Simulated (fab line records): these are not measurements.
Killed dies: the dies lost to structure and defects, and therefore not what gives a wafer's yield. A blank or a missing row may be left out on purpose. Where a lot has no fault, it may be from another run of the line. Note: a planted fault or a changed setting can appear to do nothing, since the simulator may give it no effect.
fab line records | flow sky130
record: lots: 12 | wafers: 36 | last-day: 50
route steps=708 shown FIELD_ISO@5 NWELL@65 VT_ADJUST_LVTN@115 PAD_OPEN@708
lots that met no fault: taken from a fault-free run of the same line
start-h: the number of hours between the record's first day and the start of the first shown wafer of the lot | wait-h: hours since the lot's step before | " same as the row above | L1.1+2: several wafers, shown together as one row | - value missing, or start not given | * or withheld: withheld | < > ~ a bound
route shown NAME@n: NAME is a module with steps in the file, n the number in the route of the first one | usual: mean/standard deviation of fault-free wafers | same: alike in all rows | chamber/n: place in a boat | sites: per-site readings | _std_site: the standard deviation of these | _edge_site: mean of outer sites minus mean of inner sites | radius-mm: for every site, how far away it sits from the centre of the wafer | mask NAME#n: copy n | behind: the last tool/chamber to shape the wafer | hold: cause of the lot's hold/its duration in hours/its outcome | device: whichever transistor did not switch (one of n, p or np) | end of line: tests of these same wafers at the route's end | step lacking rows: just its recipe | killed: dies that structure and defects cost at the first sort, which is not the same as the wafer's yield | map: a wafer's dies, marking killed ones x, the rest . and places with no die _
set.NAME: the setting the step ran with; set.NAME@STEP: the setting that earlier step ran with | model.NAME: the simulator's own value behind a step, which no gauge read
steps of the route over a sample of lots; a table a step, a row a wafer
services: when a tool's chamber went out of use (start-h, in hours from the record's first day, below 0 if earlier), for how many hours, and the reason
== steps ==
step: SKY_FIELD_ISO_THK_MEAS_04
recipe: reads: Si3N4_of_FIELD_ISO_CVD_03
usual: FIELD_ISO_CVD_03_THK: 166.3/1.3
lot.wafer | tool          | chamber | start-h | wait-h | FIELD_ISO_CVD_03_THK[nm]
L651.1    | film-metro-04 | -       | 19.19   | 0.0    | 167.6
L651.3    | "             | -       | "       | "      | 165.4
L651.5    | "             | -       | "       | "      | 167.2
L652.1    | film-metro-03 | -       | 24.74   | 0.0    | 166.8
L652.2    | "             | -       | "       | "      | 165.2
L652.6    | "             | -       | "       | "      | 166.5
L656.3    | film-metro-04 | -       | 46.56   | 0.0    | 165.9
L656.4    | "             | -       | "       | "      | 164.8
L656.5    | "             | -       | "       | "      | 164.8
L658.2    | film-metro-03 | -       | 54.29   | 0.0    | 166.1
L658.4    | "             | -       | "       | "      | 167.1
L658.5    | "             | -       | "       | "      | 166.9
L659.1    | film-metro-01 | -       | 64.00   | 0.0    | 166.9
L659.2    | "             | -       | "       | "      | 166.9
L659.4    | "             | -       | "       | "      | 165.5
L660.2    | film-metro-04 | -       | 64.01   | 0.0    | 165.2
L660.5    | "             | -       | "       | "      | 164.1
L660.6    | "             | -       | "       | "      | 164.7
L662.1    | film-metro-03 | -       | 74.94   | 0.0    | 166.5
L662.3    | "             | -       | "       | "      | 169.2
L662.5    | "             | -       | "       | "      | 166.4
L664.1    | film-metro-01 | -       | 87.94   | 0.0    | 167.3
L664.2    | "             | -       | "       | "      | 167.2
L664.6    | "             | -       | "       | "      | 164.7
L670.2    | film-metro-01 | -       | 116.65  | 0.0    | 165.1
L670.3    | "             | -       | "       | "      | 165.7
L670.5    | "             | -       | "       | "      | 165.9
L669.3    | film-metro-04 | -       | 116.66  | 0.0    | 164.8
L669.4    | "             | -       | "       | "      | 163.9
L669.6    | "             | -       | "       | "      | 163.8
L672.4    | film-metro-01 | -       | 125.03  | 0.0    | 169.7
L672.5    | "             | -       | "       | "      | 169.7
L672.6    | "             | -       | "       | "      | 169.7
L673.1    | film-metro-04 | -       | 132.30  | 0.0    | 167.1
L673.4    | "             | -       | "       | "      | 166.7
L673.5    | "             | -       | "       | "      | 166.6
step: SKY_FIELD_ISO_STRIP_16
recipe: chemistry: O2/N2 | power-w: 1400 | pressure-mtorr: 1500 | platen-temp-c: withheld | o2-flow-sccm: 3000 | n2-flow-sccm: 300 | overash-fraction: 0.5
usual: drypump-motor-current-A: 5.6/0.47 | oes-product-au: 0.378/0.0048 | strip-time-to-endpoint-s: 3.56/0.036
lot.wafer | tool            | chamber | start-h | wait-h | drypump-motor-current-A | oes-product-au | rf-hours-counter-h | strip-time-to-endpoint-s
L651.1    | plasma-asher-02 | 0       | 34.21   | 0.0    | 6.1                     | 0.394          | 22                 | 3.58
L651.3    | "               | 0       | "       | "      | 6.1                     | 0.388          | -                  | 3.54
L651.5    | "               | 1       | "       | "      | 5.2                     | 0.379          | -                  | 3.51
L652.1    | plasma-asher-01 | 1       | 40.46   | 0.0    | 5.7                     | 0.384          | 37                 | 3.58
L652.2    | "               | 0       | "       | "      | 4.9                     | 0.383          | 37                 | 3.57
L652.6    | "               | 1       | "       | "      | 5.7                     | 0.383          | -                  | 3.56
L656.3    | plasma-asher-01 | 0       | 62.90   | 0.1    | 5.0                     | 0.378          | -                  | 3.59
L656.4    | "               | 1       | "       | "      | 5.7                     | 0.380          | -                  | 3.57
L656.5    | "               | 0       | "       | "      | 5.0                     | 0.373          | -                  | 3.60
L658.2    | plasma-asher-01 | 0       | 70.68   | 0.0    | 4.9                     | 0.375          | 40                 | 3.52
L658.4    | "               | 1       | "       | "      | 5.7                     | 0.379          | -                  | 3.51
L658.5    | "               | 0       | "       | "      | 4.9                     | 0.378          | -                  | 3.53
L659.1    | plasma-asher-02 | 1       | 79.68   | 0.0    | 5.2                     | 0.369          | 27                 | 3.49
L659.2    | "               | 0       | "       | "      | 6.1                     | 0.380          | 27                 | 3.53
L659.4    | "               | 1       | "       | "      | 5.2                     | 0.373          | -                  | 3.58
L660.2    | plasma-asher-03 | 0       | 79.81   | 0.0    | 5.3                     | 0.382          | 37                 | 3.60
L660.5    | "               | 1       | "       | "      | 6.2                     | 0.378          | -                  | 3.58
L660.6    | "               | 0       | "       | "      | 5.3                     | 0.382          | -                  | 3.59
L662.1    | plasma-asher-02 | 1       | 90.91   | 0.0    | 5.2                     | 0.376          | 28                 | 3.52
L662.3    | "               | 0       | "       | "      | 6.1                     | 0.378          | -                  | 3.52
L662.5    | "               | 1       | "       | "      | 5.2                     | 0.383          | -                  | 3.50
L664.1    | plasma-asher-03 | 1       | 105.56  | 0.0    | 6.2                     | 0.374          | 40                 | 3.57
L664.2    | "               | 0       | "       | "      | 5.2                     | 0.378          | 40                 | 3.49
L664.6    | "               | 1       | "       | "      | 6.2                     | 0.377          | -                  | 3.52
L669.3    | plasma-asher-02 | 1       | 133.71  | 0.1    | 5.2                     | 0.385          | -                  | 3.57
L669.4    | "               | 0       | "       | "      | 6.1                     | 0.376          | -                  | 3.58
L669.6    | "               | 1       | "       | "      | 5.2                     | 0.373          | -                  | 3.55
L670.2    | plasma-asher-03 | 0       | 134.61  | 0.0    | 5.3                     | 0.369          | 43                 | 3.57
L670.3    | "               | 0       | "       | "      | 5.3                     | 0.377          | -                  | 3.59
L670.5    | "               | 0       | "       | "      | 5.3                     | 0.377          | -                  | 3.56
L672.4    | plasma-asher-02 | 0       | 143.26  | 0.1    | 6.1                     | 0.375          | -                  | 3.60
L672.5    | "               | 0       | "       | "      | 6.1                     | 0.384          | -                  | 3.62
L672.6    | "               | 1       | "       | "      | 5.2                     | 0.383          | -                  | 3.62
L673.1    | plasma-asher-03 | 0       | 151.88  | 0.0    | 5.2                     | 0.380          | 44                 | 3.51
L673.4    | "               | 1       | "       | "      | 6.3                     | 0.377          | -                  | 3.59
L673.5    | "               | 0       | "       | "      | 5.2                     | 0.377          | -                  | 3.54
step: SKY_NWELL_IMPLANT_12
recipe: species: P | energy-kev: 120 | dose-cm2: 1.3e+12 | tilt-deg: withheld
usual: dose-ions-cm2: 1.3001e+12/1.4e+09 | end-station-pressure-torr: 5.03e-06/2.8e-07 | faraday-current-uA: 7.34/0.14
lot.wafer | tool         | chamber | start-h | wait-h | dose-ions-cm2 | end-station-pressure-torr | faraday-current-uA
L651.1    | implanter-04 | 0       | 91.41   | 0.1    | 1.3027e+12    | 5.07e-06                  | 7.31
L651.3    | "            | 0       | "       | "      | 1.2999e+12    | 4.38e-06                  | 7.50
L651.5    | "            | 0       | "       | "      | 1.3004e+12    | 5.05e-06                  | 7.26
L652.1    | implanter-02 | 0       | 98.38   | 0.1    | 1.3017e+12    | 5.25e-06                  | 7.02
L652.2    | "            | 0       | "       | "      | 1.2994e+12    | 5.35e-06                  | 7.24
L652.6    | "            | 0       | "       | "      | 1.299e+12     | 4.85e-06                  | 7.24
L656.3    | implanter-03 | 0       | 134.28  | 0.1    | 1.2989e+12    | 4.83e-06                  | 7.49
L656.4    | "            | 0       | "       | "      | 1.298e+12     | 4.82e-06                  | 7.27
L656.5    | "            | 0       | "       | "      | 1.2993e+12    | 5.24e-06                  | 7.29
L658.2    | implanter-03 | 0       | 154.38  | 0.1    | 1.3017e+12    | 5.31e-06                  | 7.22
L658.4    | "            | 0       | "       | "      | 1.3008e+12    | 5.39e-06                  | 7.38
L658.5    | "            | 0       | "       | "      | 1.299e+12     | 4.91e-06                  | 7.38
L659.1    | implanter-02 | 0       | 154.66  | 0.1    | 1.2992e+12    | 4.42e-06                  | 7.09
L659.2    | "            | 0       | "       | "      | 1.2981e+12    | 4.83e-06                  | 7.16
L659.4    | "            | 0       | "       | "      | 1.3004e+12    | 5.5e-06                   | 7.59
L660.2    | implanter-04 | 0       | 154.73  | 0.1    | 1.3003e+12    | 5.21e-06                  | 7.27
L660.5    | "            | 0       | "       | "      | 1.2999e+12    | 5.17e-06                  | 7.28
L660.6    | "            | 0       | "       | "      | 1.3e+12       | 4.89e-06                  | 7.22
L662.1    | implanter-03 | 0       | 175.36  | 0.1    | 1.2999e+12    | 5.05e-06                  | 7.16
L662.3    | "            | 0       | "       | "      | 1.2975e+12    | 4.83e-06                  | 7.35
L662.5    | "            | 0       | "       | "      | 1.2994e+12    | 4.81e-06                  | 7.54
L664.1    | implanter-04 | 0       | 185.02  | 0.2    | 1.2994e+12    | 4.71e-06                  | 7.33
L664.2    | "            | 0       | "       | "      | 1.2979e+12    | 5.46e-06                  | 7.20
L664.6    | "            | 0       | "       | "      | 1.298e+12     | 4.72e-06                  | 7.06
L669.3    | implanter-04 | 0       | 204.13  | 0.1    | 7.571e+11     | 4.94e-06                  | 4.39
L669.4    | "            | 0       | "       | "      | 7.564e+11     | 4.85e-06                  | 4.21
L669.6    | "            | 0       | "       | "      | 7.58e+11      | 5.71e-06                  | 4.33
L670.2    | implanter-04 | 0       | 205.99  | 0.1    | 7.592e+11     | 5e-06                     | 4.25
L670.3    | "            | 0       | "       | "      | 7.53e+11      | 5.8e-06                   | 4.27
L670.5    | "            | 0       | "       | "      | 7.574e+11     | 5.06e-06                  | 4.13
L672.4    | implanter-03 | 0       | 214.24  | 0.1    | 1.303e+12     | 4.76e-06                  | 7.47
L672.5    | "            | 0       | "       | "      | 1.3024e+12    | 5.39e-06                  | 7.26
L672.6    | "            | 0       | "       | "      | 1.3007e+12    | 5.02e-06                  | 7.54
L673.1    | implanter-02 | 0       | 223.22  | 0.1    | 1.2997e+12    | 4.9e-06                   | 7.19
L673.4    | "            | 0       | "       | "      | 1.2992e+12    | 5.66e-06                  | 7.33
L673.5    | "            | 0       | "       | "      | 1.2999e+12    | 5.08e-06                  | 7.31
step: SKY_NWELL_RS_MEAS_29
recipe: thk-meas-gauge: four-point-probe
usual: NWELL_RS: 624.0/1.4
lot.wafer | tool          | chamber | start-h | wait-h | NWELL_RS[ohm/sq]
L651.1    | film-metro-02 | -       | 109.22  | 0.1    | 624.3
L651.3    | "             | -       | "       | "      | 623.6
L651.5    | "             | -       | "       | "      | 622.5
L652.1    | film-metro-04 | -       | 116.17  | 0.1    | 624.8
L652.2    | "             | -       | "       | "      | 622.9
L652.6    | "             | -       | "       | "      | 624.9
L656.3    | film-metro-01 | -       | 154.56  | 0.1    | 622.4
L656.4    | "             | -       | "       | "      | 624.9
L656.5    | "             | -       | "       | "      | 625.6
L658.2    | film-metro-04 | -       | 175.91  | 0.1    | 625.2
L658.4    | "             | -       | "       | "      | 624.6
L658.5    | "             | -       | "       | "      | 625.1
L659.1    | film-metro-04 | -       | 176.54  | 0.1    | 625.1
L659.2    | "             | -       | "       | "      | 624.3
L659.4    | "             | -       | "       | "      | 624.1
L660.2    | film-metro-04 | -       | 177.20  | 0.1    | 622.9
L660.5    | "             | -       | "       | "      | 625.8
L660.6    | "             | -       | "       | "      | 624.1
L662.1    | film-metro-02 | -       | 197.08  | 0.1    | 623.2
L662.3    | "             | -       | "       | "      | 622.7
L662.5    | "             | -       | "       | "      | 625.0
L664.1    | film-metro-01 | -       | 208.08  | 0.1    | 622.2
L664.2    | "             | -       | "       | "      | 620.7
L664.6    | "             | -       | "       | "      | 622.8
L669.3    | film-metro-04 | -       | 226.52  | 0.1    | 641.6
L669.4    | "             | -       | "       | "      | 640.8
L669.6    | "             | -       | "       | "      | 642.1
L670.2    | film-metro-01 | -       | 227.65  | 0.1    | 641.0
L670.3    | "             | -       | "       | "      | 643.1
L670.5    | "             | -       | "       | "      | 640.8
L672.4    | film-metro-01 | -       | 236.93  | 0.1    | 622.9
L672.5    | "             | -       | "       | "      | 623.2
L672.6    | "             | -       | "       | "      | 623.4
L673.1    | film-metro-02 | -       | 246.37  | 0.1    | 624.1
L673.4    | "             | -       | "       | "      | 624.7
L673.5    | "             | -       | "       | "      | 624.8
step: SKY_VT_ADJUST_LVTN_OVL_MEAS_18
usual: VT_ADJUST_LVTN_01_OVL: 0.9/1.4
lot.wafer | tool       | chamber | start-h | wait-h | VT_ADJUST_LVTN_01_OVL[nm]
L651.1    | overlay-02 | -       | 166.02  | 0.1    | -1.4
L651.3    | "          | -       | "       | "      | 0.7
L651.5    | "          | -       | "       | "      | 0.5
L652.1    | overlay-01 | -       | 172.46  | 0.1    | -0.4
L652.2    | "          | -       | "       | "      | 3.3
L652.6    | "          | -       | "       | "      | 2.3
L656.3    | overlay-02 | -       | 217.95  | 0.1    | 1.3
L656.4    | "          | -       | "       | "      | 2.3
L656.5    | "          | -       | "       | "      | 0.8
L658.2    | overlay-02 | -       | 240.14  | 0.1    | -0.7
L658.4    | "          | -       | "       | "      | -0.8
L658.5    | "          | -       | "       | "      | -0.8
L659.1    | overlay-02 | -       | 243.67  | 0.1    | -0.4
L659.2    | "          | -       | "       | "      | 1.5
L659.4    | "          | -       | "       | "      | 0.6
L660.2    | overlay-01 | -       | 244.27  | 0.1    | 3.4
L660.5    | "          | -       | "       | "      | 2.9
L660.6    | "          | -       | "       | "      | 4.6
L662.1    | overlay-01 | -       | 265.92  | 0.1    | 1.2
L662.3    | "          | -       | "       | "      | -0.7
L662.5    | "          | -       | "       | "      | 0.3
L664.1    | overlay-02 | -       | 275.53  | 0.1    | 3.0
L664.2    | "          | -       | "       | "      | 1.1
L664.6    | "          | -       | "       | "      | 0.8
L669.3    | overlay-02 | -       | 299.39  | 0.1    | 0.5
L669.4    | "          | -       | "       | "      | -0.4
L669.6    | "          | -       | "       | "      | 0.0
L670.2    | overlay-01 | -       | 301.03  | 0.1    | 1.5
L670.3    | "          | -       | "       | "      | 2.6
L670.5    | "          | -       | "       | "      | 3.0
L672.4    | overlay-01 | -       | 310.23  | 0.1    | 1.0
L672.5    | "          | -       | "       | "      | 1.1
L672.6    | "          | -       | "       | "      | 2.4
L673.1    | overlay-02 | -       | 322.46  | 0.1    | 1.3
L673.4    | "          | -       | "       | "      | 2.7
L673.5    | "          | -       | "       | "      | -0.3
step: SKY_PAD_OPEN_PROBE_99
usual: killed_at_M0_to_M3: 44/6.2 | killed_at_M4_up: 3.3/1.8 | killed-at-contacts: 25/5.8 | killed-at-front-end: 15/4 | killed-at-other: 0.3/0.49 | killed-dies: 88/8.8 | killed-open: 48/6.5 | killed-short: 39/6.3
same: gross-dies: 492 | killed-at-back-side: 0
lot.wafer | tool      | chamber | start-h | wait-h | killed_at_M0_to_M3 | killed_at_M4_up | killed-at-contacts | killed-at-front-end | killed-at-other | killed-dies | killed-open | killed-short
L659.1    | prober-02 | -       | 1154.65 | 0.1    | 34                 | 5               | 29                 | 19                  | 0               | 87          | 46          | 41
L659.2    | prober-02 | -       | 1154.70 | 0.1    | 43                 | 0               | 21                 | 19                  | 0               | 83          | 44          | 39
L659.4    | prober-02 | -       | 1154.80 | 0.2    | 48                 | 2               | 30                 | 19                  | 0               | 99          | 61          | 38
L664.1    | prober-01 | -       | 1177.13 | 0.1    | 55                 | 1               | 27                 | 18                  | 0               | 101         | 52          | 49
L664.2    | prober-01 | -       | 1177.18 | 0.1    | 40                 | 1               | 24                 | 17                  | 0               | 82          | 35          | 47
L664.6    | prober-01 | -       | 1177.38 | 0.2    | 41                 | 4               | 15                 | 23                  | 0               | 83          | 48          | 35
killed by level:class
L659.1 CONTACT:geometric-particle:open=12 VIA1:geometric-particle:open=11 LI_CONTACT:geometric-particle:open=9 FIELD_ISO:geometric-particle:short=5 FIELD_ISO:geometric-particle:open=5 METAL4:geometric-particle:short=5 SPACER:geometric-particle:short=4 METAL2:geometric-particle:short=4
L659.2 VIA1:geometric-particle:short=11 VIA1:geometric-particle:open=10 CONTACT:geometric-particle:open=9 FIELD_ISO:geometric-particle:short=6 VIA2:geometric-particle:open=6 VIA3:geometric-particle:open=5 SPACER:geometric-particle:short=4 LI_CONTACT:geometric-particle:open=4
L659.4 VIA1:geometric-particle:open=14 CONTACT:geometric-particle:open=12 VIA2:geometric-particle:open=9 CONTACT:geometric-particle:short=8 METAL2:geometric-particle:short=7 FIELD_ISO:geometric-particle:open=6 LI_CONTACT:geometric-particle:open=5 FIELD_ISO:geometric-particle:short=4
L664.1 VIA2:geometric-particle:open=11 CONTACT:geometric-particle:open=9 VIA1:geometric-particle:open=8 VIA3:geometric-particle:open=7 METAL2:geometric-particle:short=6 LI_CONTACT:geometric-particle:open=6 VIA1:geometric-particle:short=6 METAL1:geometric-particle:short=6
L664.2 METAL2:geometric-particle:short=9 VIA1:geometric-particle:short=8 VIA1:geometric-particle:open=8 CONTACT:geometric-particle:short=6 LI_CONTACT:geometric-particle:short=5 LI_CONTACT:geometric-particle:open=5 CONTACT:geometric-particle:open=5 METAL3:geometric-particle:short=5
L664.6 VIA2:geometric-particle:open=10 VIA1:geometric-particle:open=7 LI_CONTACT:geometric-particle:open=6 FIELD_ISO:geometric-particle:open=5 CONTACT:geometric-particle:open=4 FIELD_ISO:geometric-particle:short=3 POLY_GATE:geometric-particle:short=3 POLY_GATE:geometric-particle:open=3
== services ==
tool            | chamber | start-h | hours | kind
implanter-03    | -       | 24.04   | 3.7   | repair
implanter-02    | -       | 47.65   | 0.6   | repair
implanter-04    | -       | 62.69   | 2.4   | pm
implanter-04    | -       | 71.29   | 0.9   | repair
plasma-asher-03 | -       | 77.61   | 0.5   | repair
plasma-asher-02 | -       | 85.59   | 2.8   | pm
plasma-asher-01 | -       | 108.75  | 9.0   | pm
plasma-asher-01 | 0       | 108.75  | 9.0   | vent-cycle
plasma-asher-01 | 1       | 108.75  | 9.0   | vent-cycle
plasma-asher-01 | 0       | 117.75  | -     | clean
plasma-asher-01 | 1       | 117.75  | -     | clean
implanter-04    | -       | 145.59  | 3.4   | repair
implanter-02    | -       | 156.09  | 4.1   | repair
implanter-03    | -       | 156.25  | 5.5   | pm
implanter-04    | -       | 164.14  | 2.1   | repair
implanter-03    | -       | 172.57  | 1.1   | repair
implanter-02    | -       | 186.22  | 1.2   | repair
implanter-03    | -       | 199.87  | 3.0   | pm
implanter-02    | -       | 205.01  | 2.3   | pm
implanter-02    | -       | 209.36  | 1.7   | repair
== key ==
first-sign: step: SKY_NWELL_IMPLANT_12 | reading: dose-ions-cm2 | direction: down | sigmas: 99+ | usual: * | struck: *
effect: step: SKY_NWELL_IMPLANT_12 | reading: faraday-current-uA | direction: down | sigmas: 22 | usual: 7.34 | struck: 4.26
effect: step: SKY_NWELL_RS_MEAS_29 | reading: NWELL_RS | direction: up | sigmas: 13 | usual: 624.0 | struck: 641.6
met-at SKY_NWELL_IMPLANT_12
struck-lots L669,L670
tester-left-out L669,L670
not-acting-at SKY_FIELD_ISO_THK_MEAS_04,SKY_FIELD_ISO_STRIP_16,SKY_VT_ADJUST_LVTN_OVL_MEAS_18
onset-between 185.02 204.13
fault: kind: process-parameter-drift | tool: implanter-04 | chamber: - | onset-h: 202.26 | steps: SKY_NWELL_IMPLANT_12 | channel: dose-cm2 | offset: * | shape: step | end-h: 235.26 | acts-in: * | stated: *
tester-left-out: of these lots the tester's yield and bins aren't shown, on N5 and GAA mostly nor the transistor test; their killed dies are dies lost to structure and defects alone, not to doping, threshold or leakage, so they don't give the yield
